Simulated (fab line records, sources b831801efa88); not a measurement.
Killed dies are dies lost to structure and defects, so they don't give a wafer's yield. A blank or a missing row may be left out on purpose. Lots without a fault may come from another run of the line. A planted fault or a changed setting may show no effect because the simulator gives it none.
One fault seen from 2 desks | flow sky130 | each desk has only its own numbers; what lay behind them comes last

THE METROLOGY DESK
What the gauges read, lot by lot, whatever tool the lot ran on: means of the sampled wafers that have a number. A lot is out of limits, marked OUT, if its mean lies more than 4 standard deviations from the usual mean; the brackets give that distance.
Columns: A = CAPM_CVD_00_THK at SKY_CAPM_THK_MEAS_01, usual 15.49 nm
lot  | first seen here | A
L993 | day 36 05:59    | 15.39
L994 | day 36 21:14    | 15.43
L995 | day 37 03:10    | 15.50
L998 | day 38 03:05    | 15.35
L996 | day 38 03:34    | 15.38
L999 | day 38 14:46    | 15.73
L101 | day 38 22:48    | 15.61
L111 | day 41 17:22    | 15.27
L110 | day 41 18:41    | 15.47
L113 | day 42 14:00    | 15.59
L114 | day 42 22:52    | 15.44
L116 | day 43 12:53    | 15.47
This desk's finding: nothing out of limits on any of the 12 lots.

THE TOOL OWNER'S DESK: rie_diel-04
The tool's own readings at SKY_VIA3_ETCH_14 (etches BARC in N2/H2, stops on SiO2, time 45.9 s, target depth 60 nm): means of the sampled wafers that have a number, for each lot that ran on this tool. A lot is out of limits, marked OUT, if its mean lies more than 4 standard deviations from the usual mean; the brackets give that distance.
Columns: A = bias_w at SKY_VIA3_ETCH_14, usual 99.9 W; B = drypump_motor_current_A at SKY_VIA3_ETCH_14, usual 5.6 A; C = n2_flow_sccm at SKY_VIA3_ETCH_14, usual 100.0 sccm; D = oes_product_au at SKY_VIA3_ETCH_14, usual 0.854 a.u.; E = throttle_valve_pct at SKY_VIA3_ETCH_14, usual 13.225 %
lot  | first seen here | A               | B   | C     | D     | E
L994 | day 40 02:50    | 99.8            | 5.9 | 99.9  | 0.851 | 13.218
L995 | day 40 10:35    | 99.9            | 6.0 | 100.1 | 0.861 | 13.223
L998 | day 41 07:23    | 99.7            | 5.4 | 100.2 | 0.854 | 13.218
L999 | day 41 19:13    | 105.9 (+18) OUT | 5.6 | 99.9  | 0.857 | 13.226
L101 | day 42 03:20    | 106.3 (+19) OUT | 5.7 | 100.3 | 0.853 | 13.231
This desk's finding: out of limits on L101, L999; first on L999, day 41 19:13 (bias_w at SKY_VIA3_ETCH_14). In limits: L994, L995, L998.

PUT TOGETHER
The tool owner's desk could have raised an alarm at day 41 19:13, on L101, L999.
The metrology desk saw nothing out of limits.
The metrology desk has L101, L999 on record, within its limits.
Of the lots named, all ran SKY_VIA3_ETCH_14 on rie_diel-04.

WHAT THE SIMULATOR HAD PUT IN
Process parameter drift: rie_diel-04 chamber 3, from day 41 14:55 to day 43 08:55, at SKY_VIA3_ETCH_14. Setting bias_w, moved by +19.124, from 100. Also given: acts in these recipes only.
Lots struck among those shown: L101, L999.
Hours from the fault's start to each desk's first reading out of limits: the tool owner's desk, 4.
